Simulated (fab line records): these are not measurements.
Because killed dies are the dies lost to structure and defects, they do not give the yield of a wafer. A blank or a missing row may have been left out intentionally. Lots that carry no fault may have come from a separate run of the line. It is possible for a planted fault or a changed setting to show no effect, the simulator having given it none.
Split-lot trial ; flow sfqLine ; route with 325 steps; 5 lots, 23 wafers read

SPLIT DETAILS
At SFQ_TRILAYER_C5_LITHO_COAT_156 (resist thk 62 nm), the setting spinRpm was moved away from the recipe's 3000 rpm on 4 of the 23 wafers read, by +4.8% to +7.3%. For the rest of the wafers, this setting stayed at what the recipe calls for.

Reading taken at the split's own step.

THE READING
BARC_of_TRILAYER_C5_LITHO_COAT_156.thkNm (the simulator's own value, which no gauge read), in nm, at SFQ_TRILAYER_C5_LITHO_COAT_156 (resist thk 62 nm). There is no usual value for it anywhere in the file. Here, 19 wafers ran the recipe; their average is 62.07 nm with a standard deviation of 0.21 nm.

wafer;tool, chamber at the split;spinRpm as run, rpm;against the recipe;BARC_of_TRILAYER_C5_LITHO_COAT_156.thkNm, nm;against lot-mates on the recipe
L076.1;lithoTrack-04, 0;3145;+4.8%;60.62;-1.56
L076.2;lithoTrack-04, 0;3000;recipe;62.27;-
L076.3;lithoTrack-04, 0;3000;recipe;62.01;-
L076.4;lithoTrack-04, 0;3145;+4.8%;60.53;-1.65
L076.6;lithoTrack-04, 0;3000;recipe;62.25;-
L078.1;lithoTrack-02, 0;3000;recipe;62.13;-
L078.2;lithoTrack-02, 0;3000;recipe;62.04;-
L078.4;lithoTrack-02, 0;3000;recipe;62.35;-
L078.5;lithoTrack-02, 0;3218;+7.3%;60.15;-2.02
L078.6;lithoTrack-02, 0;3218;+7.3%;60.12;-2.05
L079.2;lithoTrack-04, 0;3000;recipe;62.04;-
L079.3;lithoTrack-04, 0;3000;recipe;62.19;-
L079.5;lithoTrack-04, 0;3000;recipe;62.25;-
L080.1;lithoTrack-02, 0;3000;recipe;62;-
L080.3;lithoTrack-02, 0;3000;recipe;61.85;-
L080.4;lithoTrack-02, 0;3000;recipe;61.72;-
L080.5;lithoTrack-02, 0;3000;recipe;61.68;-
L080.6;lithoTrack-02, 0;3000;recipe;61.69;-
L081.1;lithoTrack-04, 0;3000;recipe;61.99;-
L081.2;lithoTrack-04, 0;3000;recipe;62.07;-
L081.4;lithoTrack-04, 0;3000;recipe;62.16;-
L081.5;lithoTrack-04, 0;3000;recipe;62.32;-
L081.6;lithoTrack-04, 0;3000;recipe;62.31;-

THE FIT
A straight line over all 23 wafers: BARC_of_TRILAYER_C5_LITHO_COAT_156.thkNm changes by -0.279 nm for each +1% of spinRpm; r = -0.96; the points scatter about the line by 0.2 nm.
The same after taking each lot's own level away (the mean of its wafers on the recipe; 23 wafers): -0.295 nm for each +1%; r = -0.98; scatter 0.13 nm.
That fit puts the effect of the largest move of spinRpm on the reading at 2.1 nm.
Across the lots, their own levels run from 61.788 to 62.177 nm, a range of 1.9 times the standard deviation given above.
The two slopes are in agreement: the lot-to-lot level therefore moves the slope only a little.
Check: for one of the wafers moved furthest among these (+7.3%), held out of the fit, the line's prediction against its lot-mates is -2.22 nm. Against them it came out at -2.02 nm.

THE OTHER SPLITS THESE WAFERS WENT THROUGH
These wafers also went through other splits before the reading. Each is held against what the fit with the lots' levels taken away leaves over:
other split on the same wafers;wafers away from the commonest value;r with BARC_of_TRILAYER_C5_LITHO_COAT_156.thkNm (lot level and that fit taken away)
SFQ_TRILAYER_R5_LITHO_PEB_139 pebTimeS;8;-0.27

THE FILE'S OWN FIT
BARC_of_TRILAYER_C5_LITHO_COAT_156.thkNm changes by -0.296 nm for each +1% of spinRpm, r = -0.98.
